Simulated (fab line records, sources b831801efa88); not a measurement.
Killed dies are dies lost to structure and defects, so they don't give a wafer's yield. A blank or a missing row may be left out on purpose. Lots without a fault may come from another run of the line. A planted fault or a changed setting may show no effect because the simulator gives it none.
Which tool did it? | flow sky130 | 12 lots, 36 wafers sampled, at 4 steps of a route of 708

WHAT THE GAUGES READ, wafer by wafer
SKY_METAL1_THK_MEAS_06: measures by xrf.
lot  | measured     | on            | METAL1_ALCU_THK (nm)
L075 | day 31 09:05 | film_metro-03 | 257 253 257
L077 | day 32 05:52 | film_metro-01 | 252 251 253
L079 | day 33 10:53 | film_metro-01 | 249 250 252
L081 | day 33 20:50 | film_metro-03 | 256 256 255
L084 | day 34 18:03 | film_metro-01 | 253 255 257
L085 | day 34 22:22 | film_metro-03 | 252 255 251
L087 | day 35 16:35 | film_metro-03 | 262 256 262
L090 | day 37 06:44 | film_metro-02 | 254 257 256
L089 | day 37 07:01 | film_metro-03 | 255 253 259
L093 | day 37 17:52 | film_metro-02 | 257 260 259
L096 | day 39 03:43 | film_metro-03 | 257 254 261
L097 | day 39 08:37 | film_metro-01 | 254 256 252

WHICH TOOL RAN EACH LOT (tool, then ch and the chambers of the sampled wafers, then the start)
lot  | SKY_LI_CONTACT_CMP_02         | SKY_CONTACT_CVD_00              | SKY_CONTACT_ETCH_17
L075 | cmp-02 ch 0,2,3, day 27 20:14 | pecvd-03 ch 0,1,2, day 30 04:23 | rie_diel-02 ch 0,1,2, day 31 07:28
L077 | cmp-02 ch 1,2,3, day 28 16:27 | pecvd-01 ch 0,2, day 31 00:51   | rie_diel-04 ch 2,3, day 32 04:13
L079 | cmp-02 ch 1,2,3, day 29 21:12 | pecvd-01 ch 1,2, day 32 06:06   | rie_diel-02 ch 0,1,2, day 33 09:16
L081 | cmp-02 ch 2,3, day 30 07:34   | pecvd-04 ch 0,1, day 32 15:58   | rie_diel-01 ch 0,2,3, day 33 19:13
L084 | cmp-01 ch 0,3, day 31 05:32   | pecvd-01 ch 0,1,2, day 33 13:28 | rie_diel-02 ch 0,1, day 34 16:25
L085 | cmp-01 ch 2,3, day 31 08:57   | pecvd-03 ch 0,1, day 33 16:56   | rie_diel-01 ch 1,2,3, day 34 20:44
L087 | cmp-02 ch 0,1,3, day 32 04:48 | pecvd-01 ch 0,2, day 34 12:31   | rie_diel-02 ch 2,3, day 35 14:58
L090 | cmp-02 ch 0,1,3, day 33 18:07 | pecvd-01 ch 0,1,2, day 36 01:19 | rie_diel-02 ch 1,2,3, day 37 05:07
L089 | cmp-02 ch 0,1,3, day 33 19:28 | pecvd-04 ch 1,2, day 36 02:02   | rie_diel-01 ch 0,3, day 37 05:14
L093 | cmp-01 ch 0,1,2, day 34 05:46 | pecvd-04 ch 0,1,2, day 36 13:22 | rie_diel-01 ch 1,2, day 37 16:16
L096 | cmp-01 ch 1,2, day 35 17:28   | pecvd-04 ch 0, day 38 00:52     | rie_diel-01 ch 0,1,3, day 39 02:05
L097 | cmp-01 ch 1,2,3, day 35 22:37 | pecvd-03 ch 1,2, day 38 05:24   | rie_diel-01 ch 0,2,3, day 39 06:55
- SKY_LI_CONTACT_CMP_02: polishes PSG.
- SKY_CONTACT_CVD_00: deposits Si3N4, target thk 75 nm.
- SKY_CONTACT_ETCH_17: etches SiO2 in C4F8/O2/Ar, stops on Si3N4, target depth 340 nm.

THE ANSWER, worked out from the rows above alone
Rule: what is usual is taken from the lots themselves. Put in order of their means at a reading, lots are off if they are a third of the lots or fewer, leave a main group of 4 or more, and stand apart from it by a gap of 3 or more times the standard deviation of the main group's means; of several such gaps the widest counts. A main group whose means are all the same, to the digits that the tables above print for the reading, isn't used. A lot without any number at a reading at which 4 lots or more have one is off too. The other lots that the step has rows for count as sound.
No lot is off at any reading shown: from this, nothing can be told.

WHAT THE SIMULATOR HAD PUT IN
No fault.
